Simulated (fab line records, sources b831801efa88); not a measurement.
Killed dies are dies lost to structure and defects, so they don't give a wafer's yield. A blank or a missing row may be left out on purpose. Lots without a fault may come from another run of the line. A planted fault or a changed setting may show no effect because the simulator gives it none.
Which tool did it? | flow sky130 | 7 lots, 21 wafers sampled, at 3 steps of a route of 708

WHAT THE GAUGES READ, wafer by wafer
SKY_LDD_HVP_TW_MEAS_10.
lot  | measured     | on            | LDD_HVP_TW
L330 | day 21 12:55 | film_metro-04 | 450 451 451
L334 | day 23 15:27 | film_metro-01 | 460 456 459
L339 | day 25 06:37 | film_metro-02 | 462 462 463
L340 | day 25 14:52 | film_metro-02 | 464 463 461
L342 | day 26 03:57 | film_metro-01 | 456 454 458
L344 | day 27 03:18 | film_metro-04 | 30 30 30
L351 | day 29 14:21 | film_metro-04 | 452 451 453

WHICH TOOL RAN EACH LOT (tool, then ch and the chambers of the sampled wafers, then the start)
lot  | SKY_LDD_HVN_STRIP_09                 | SKY_LDD_HVP_STRIP_09
L330 | plasma_asher-04 ch 0,1, day 20 05:58 | plasma_asher-03 ch 0,1, day 21 12:49
L334 | plasma_asher-02 ch 0,1, day 22 09:19 | plasma_asher-03 ch 0,1, day 23 15:21
L339 | plasma_asher-04 ch 0,1, day 24 01:28 | plasma_asher-03 ch 0,1, day 25 06:31
L340 | plasma_asher-03 ch 0,1, day 24 08:55 | plasma_asher-01 ch 0,1, day 25 14:46
L342 | plasma_asher-04 ch 0,1, day 24 22:55 | plasma_asher-04 ch 0,1, day 26 03:51
L344 | plasma_asher-04 ch 0,1, day 25 22:52 | plasma_asher-03 ch 0,1, day 27 03:12
L351 | plasma_asher-04 ch 0,1, day 28 09:55 | plasma_asher-03 ch 0,1, day 29 14:15
- SKY_LDD_HVN_STRIP_09: strips in O2/N2.
- SKY_LDD_HVP_STRIP_09: strips in O2/N2.

THE ANSWER, worked out from the rows above alone
Rule: what is usual is taken from the lots themselves. Put in order of their means at a reading, lots are off if they are a third of the lots or fewer, leave a main group of 4 or more, and stand apart from it by a gap of 3 or more times the standard deviation of the main group's means; of several such gaps the widest counts. A main group whose means are all the same, to the digits that the tables above print for the reading, isn't used. A lot without any number at a reading at which 4 lots or more have one is off too. The other lots that the step has rows for count as sound.
Off: L344, at SKY_LDD_HVP_TW_MEAS_10 (LDD_HVP_TW). The main group: mean 457, standard deviation 4.6.
A tool fits if, at a process step before that reading, it ran every lot that is off, and no sound lot after the first of them. The gauges at SKY_LDD_HVP_TW_MEAS_10 are tried like those tools. None of those tried fits.

WHAT THE SIMULATOR HAD PUT IN
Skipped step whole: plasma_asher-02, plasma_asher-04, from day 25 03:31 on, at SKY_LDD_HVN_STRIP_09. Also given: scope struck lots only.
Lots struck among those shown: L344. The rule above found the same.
